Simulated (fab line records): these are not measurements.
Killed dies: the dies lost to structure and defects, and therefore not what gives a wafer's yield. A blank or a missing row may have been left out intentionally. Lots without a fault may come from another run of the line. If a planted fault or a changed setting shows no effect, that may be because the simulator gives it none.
Which tool is to blame? -- flow gf180mcu -- 14 lots with 40 wafers sampled at 5 steps, on a route of 602 steps

WHAT THE GAUGES SHOWED, per wafer
GF_POLY_GATE_CD_MEAS_10 targets a cd of 280 nm. Usual: cd-nm at 279.3 nm, with a standard deviation of 1.
lot,measured,on,cd-nm (nm),flag
L137,day 9 01:36,cd-sem-01,279.5 277.9 278.2,
L138,day 9 11:56,cd-sem-01,280.6 280.8 280.8,
L139,day 10 01:15,cd-sem-01,277.8 278.0 276.9,
L141,day 10 02:59,cd-sem-02,278.8 277.7 278.6,
L142,day 10 12:29,cd-sem-01,280.3 281.4 280.5,
L145,day 11 14:23,cd-sem-01,286.7 279.1,OFF
L146,day 11 17:52,cd-sem-02,279.2 288.1,OFF
L153,day 13 20:56,cd-sem-02,277.0 278.4 277.7,
L155,day 14 11:22,cd-sem-01,277.6 277.8 277.9,
L156,day 14 15:13,cd-sem-01,279.7 279.1 279.9,
L157,day 15 05:40,cd-sem-01,278.5 279.0 279.3,
L158,day 15 10:18,cd-sem-01,279.2 278.3 278.5,
L159,day 15 16:19,cd-sem-01,278.6 279.3 279.5,
L160,day 16 02:52,cd-sem-02,279.7 280.0 280.2,

GF_HV_LDD_OVL_MEAS_08. Usual: HV_LDD_OVL typically reads -0.9 nm, with standard deviation 1.2.
lot,measured,on,HV_LDD_OVL (nm),flag
L137,day 9 20:40,overlay-02,-2.7 -1.8 -2.1,
L138,day 10 07:20,overlay-02,-1.6 -0.5 -0.8,
L139,day 10 21:04,overlay-01,0.8 -0.7 -0.2,
L141,day 10 22:53,overlay-01,-1.6 -2.3 0.1,
L142,day 11 08:40,overlay-01,-2.1 -1.1 0.6,
L145,day 12 10:37,overlay-02,-2.0 -2.2,
L146,day 12 15:22,overlay-01,-1.7 -1.9,
L153,day 14 20:16,overlay-01,0.3 -0.4 -0.6,
L155,day 15 11:37,overlay-01,-1.3 -2.1 -1.1,
L156,day 15 14:41,overlay-02,-0.9 -1.8 -1.0,
L157,day 16 06:38,overlay-02,-0.4 -0.2 -1.2,
L158,day 16 13:40,overlay-01,1.7 0.9 1.6,
L159,day 16 21:19,overlay-01,-1.8 -0.1 0.6,
L160,day 17 03:32,overlay-02,-0.6 -1.3 -0.1,

GF_HV_LDD_CD_MEAS_19 targets a cd of 400 nm. Usual: cd-nm at 399.5 nm, with a standard deviation of 2.6.
lot,measured,on,cd-nm (nm),flag
L137,day 10 14:06,cd-sem-01,397.6 396.1 398.0,
L138,day 11 01:23,cd-sem-01,395.4 395.1 395.9,
L139,day 11 16:00,cd-sem-02,402.1 404.7 399.9,
L141,day 11 17:35,cd-sem-01,399.2 400.7 397.2,
L142,day 12 03:31,cd-sem-01,399.1 399.0 397.7,
L145,day 13 06:34,cd-sem-02,400.0 400.4,
L146,day 13 11:50,cd-sem-02,400.0 398.7,
L153,day 15 17:24,cd-sem-02,396.5 396.9 395.9,
L155,day 16 08:55,cd-sem-02,400.3 399.9 399.8,
L156,day 16 12:23,cd-sem-02,402.5 403.2 403.1,
L157,day 17 05:56,cd-sem-02,399.5 401.6 398.5,
L158,day 17 13:05,cd-sem-02,401.5 402.5 397.9,
L159,day 17 20:37,cd-sem-01,397.7 398.5 396.0,
L160,day 18 02:08,cd-sem-01,402.2 400.9 400.4,

EACH LOT AND THE TOOL THAT RAN IT (in order: tool; ch and the chambers of the sampled wafers; start)
lot,GF_POLY_GATE_PEB_08,GF_POLY_GATE_ETCH_13
L137,"litho-track-01 ch 0, day 9 01:15","rie-si-01 ch 2,3, day 9 01:49"
L138,"litho-track-01 ch 0, day 9 11:37","rie-si-02 ch 1,2, day 9 12:07"
L139,"litho-track-02 ch 0, day 10 00:54","rie-si-01 ch 2,3, day 10 01:27"
L141,"litho-track-01 ch 0, day 10 02:40","rie-si-02 ch 0,2,3, day 10 03:10"
L142,"litho-track-03 ch 0, day 10 12:09","rie-si-01 ch 1,2,3, day 10 12:40"
L145,"litho-track-03 ch 0, day 11 14:03","rie-si-02 ch 0,2, day 11 14:34"
L146,"litho-track-03 ch 0, day 11 17:31","rie-si-02 ch 0,2, day 11 18:04"
L153,"litho-track-02 ch 0, day 13 20:35","rie-si-01 ch 1,2, day 13 21:09"
L155,"litho-track-02 ch 0, day 14 11:02","rie-si-01 ch 1,2,3, day 14 11:33"
L156,"litho-track-03 ch 0, day 14 14:53","rie-si-01 ch 1,2,3, day 14 15:22"
L157,"litho-track-03 ch 0, day 15 05:20","rie-si-01 ch 0,3, day 15 05:49"
L158,"litho-track-01 ch 0, day 15 09:57","rie-si-01 ch 1,2,3, day 15 10:31"
L159,"litho-track-02 ch 0, day 15 15:59","rie-si-01 ch 0,1,2, day 15 16:30"
L160,"litho-track-03 ch 0, day 16 02:32","rie-si-02 ch 1,2, day 16 03:01"
- GF_POLY_GATE_PEB_08: peb time 90 s.
- GF_POLY_GATE_ETCH_13: etches poly-Si in HBr/Cl2, stops on SiO2, target depth 198.5 nm, time 69.6 s.

WHAT THE TOOLS THEMSELVES READ (means of the sampled wafers that have a number; where no wafer has one, the mark that the record gives instead)
GF_POLY_GATE_PEB_08. Usual: heater-power-total-W 85.70 W, standard deviation 0.084; plate-temp-C 134.97 C, standard deviation 0.14.
lot,tool,heater-power-total-W (W),plate-temp-C (C),flag
L137,litho-track-01,85.71,135.04,
L138,litho-track-01,85.71,135.03,
L139,litho-track-02,85.74,134.96,
L141,litho-track-01,85.65,134.96,
L142,litho-track-03,85.73,134.96,
L145,litho-track-03,90.25,134.85,OFF
L146,litho-track-03,90.25,134.77,OFF
L153,litho-track-02,85.71,134.96,
L155,litho-track-02,85.65,134.97,
L156,litho-track-03,85.73,134.90,
L157,litho-track-03,85.74,135.03,
L158,litho-track-01,85.68,134.78,
L159,litho-track-02,85.76,134.88,
L160,litho-track-03,85.64,135.19,

GF_POLY_GATE_ETCH_13. Usual: drypump-motor-current-A 5.6 A, standard deviation 0.43; oes-product-au 0.992 a.u., standard deviation 0.0082; throttle-valve-pct 33.685 %, standard deviation 0.0084.
lot,tool,drypump-motor-current-A (A),oes-product-au (a.u.),throttle-valve-pct (%),flag
L137,rie-si-01,5.9,0.988,33.679,
L138,rie-si-02,5.4,0.993,33.688,
L139,rie-si-01,5.8,0.987,33.684,
L141,rie-si-02,6.0,1.000,33.686,
L142,rie-si-01,5.6,0.994,33.683,
L145,rie-si-02,6.0,0.994,33.688,
L146,rie-si-02,6.0,0.992,33.689,
L153,rie-si-01,5.3,0.991,33.683,
L155,rie-si-01,5.6,1.003,33.679,
L156,rie-si-01,5.6,0.992,33.678,
L157,rie-si-01,5.5,0.986,33.678,
L158,rie-si-01,5.5,0.985,33.683,
L159,rie-si-01,5.3,0.991,33.678,
L160,rie-si-02,5.4,0.984,33.686,

THE ANSWER, worked out from the rows above alone
Rule: a lot counts as off when the mean over its wafers that have a number is more than 3 standard deviations away from the usual mean. A lot without any number at a reading at which 4 lots or more have one is off too. Any other lot the step has rows for is counted as sound. Order of review: gauges by route order, followed by the tools' own readings, for which a lot's mean as printed above is used. The first step at which some lot is off is used, and at that step the reading that is off furthest; a lot without a number counts as furthest.
Off, at GF_POLY_GATE_CD_MEAS_10 on cd-nm: L145, L146.
A tool fits if, at a process step before that reading, it ran every lot that is off, and no sound lot after the first of them. Not tried: the gauges at GF_POLY_GATE_CD_MEAS_10; whatever is off there is also off at GF_POLY_GATE_PEB_08, on other tools, and gauge error can't account for it. No candidate that was tried fits.

WHAT THE SIMULATOR HAD INSERTED
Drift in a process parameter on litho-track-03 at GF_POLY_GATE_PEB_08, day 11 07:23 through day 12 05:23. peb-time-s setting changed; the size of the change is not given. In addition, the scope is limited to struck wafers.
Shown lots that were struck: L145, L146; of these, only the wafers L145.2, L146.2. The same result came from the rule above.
